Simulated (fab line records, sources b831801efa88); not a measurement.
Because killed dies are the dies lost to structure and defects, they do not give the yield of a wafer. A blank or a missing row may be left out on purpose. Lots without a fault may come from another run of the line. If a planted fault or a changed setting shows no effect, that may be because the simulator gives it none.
Code-filled problem report in 8D (eight disciplines) form ; flow sky130 ; the parts of the form that need people (team, actions taken, sign-off) are left out

## 1. PROBLEM STATEMENT
VT_ADJUST_LVTN_2_TW at SKY_VT_ADJUST_LVTN_TW_MEAS_21 reads a mean of 177.8 on 6 wafers of 2 lots; wafers without a fault read 188.4 with a standard deviation of 1.4. That is -7.6 standard deviations from the usual mean.
First seen on wafer L277.4, day 11 21:01, on film metro-04. The record has a number at this step for 39 wafers belonging to 13 lots. By rule, "out" or "out of limits" means more than 4 standard deviations away from the usual mean. Any other wafer with a number is counted as sound.

## 2. WHAT THIS IS AND IS NOT
question;is;is not
which readings at this step;VT_ADJUST_LVTN_2_TW;-
which lots;L277, L279;L263, L264, L265, L266, L267, L268, L270, L271, L282, L283, L286
which wafers of those lots;all that have a number;-
read on which gauges;film metro-01, film metro-04;film metro-02
when;from day 11 21:01;"up to then (24 sound wafers); but 9 sound wafers of L282, L283, L286 came after"

## 3. WHAT RULES OUT EACH SUSPECT
Counting: a tool at a process step up to the reading stays a suspect if it ran every lot that is out and no sound lot after the first of them.
- the gauge at SKY_VT_ADJUST_LVTN_TW_MEAS_21 has been ruled out. The wafers that are out were read on 2 gauges (film metro-01, film metro-04).
- implanter-02 at SKY_VT_ADJUST_LVTN_IMPLANT_19: kept. Every lot that is out went through it, starting with L277 (day 11 20:49), and after that it ran no sound lot; the last sound lot it ran before then is L270 (day 9 19:23).
Remaining after the count: implanter-02 at SKY_VT_ADJUST_LVTN_IMPLANT_19.

## 4. THE CAUSE (what the simulator had put in)
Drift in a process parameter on implanter-02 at SKY_VT_ADJUST_LVTN_IMPLANT_19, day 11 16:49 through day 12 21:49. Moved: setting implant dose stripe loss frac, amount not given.
Counting left only this tool.

## 5. THE CHAIN OF EFFECTS, in route order
One row per reading whose mean, taken over the struck wafers that have a number, lies over 3 standard deviations from the usual. Only readings whose record carries a usual standard deviation are examined. hours: median over the lots of the time between each lot's start at the first step of this table that gives one and its start at this step. sigmas: the change, counted in usual standard deviations.
hours;step;reading;usual;on struck wafers;change;sigmas
0;SKY_VT_ADJUST_LVTN_TW_MEAS_21;VT_ADJUST_LVTN_2_TW;188.4;177.8;-10.6;-7.6
Later measuring or inspecting steps at which every struck wafer that the step has a row for has a number for every such reading, and none has moved that far: SKY_LDD_P_OVL_MEAS_08.

## 6. WHAT WOULD HAVE CAUGHT IT SOONER
Counted from the fault's start at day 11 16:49, it took 4 hours until the first out-of-limits reading at a measuring or inspecting step in this record, taken at day 11 21:01.
Tool readings at SKY_VT_ADJUST_LVTN_IMPLANT_19 with a usual standard deviation given in the record: none out on any struck wafer, hence no alarm at a limit of 4 standard deviations on them.
Of the lots that are out (2), L279 began SKY_VT_ADJUST_LVTN_IMPLANT_19 on implanter-02 after day 11 21:01. It would have been spared by a hold on the tool at that moment.
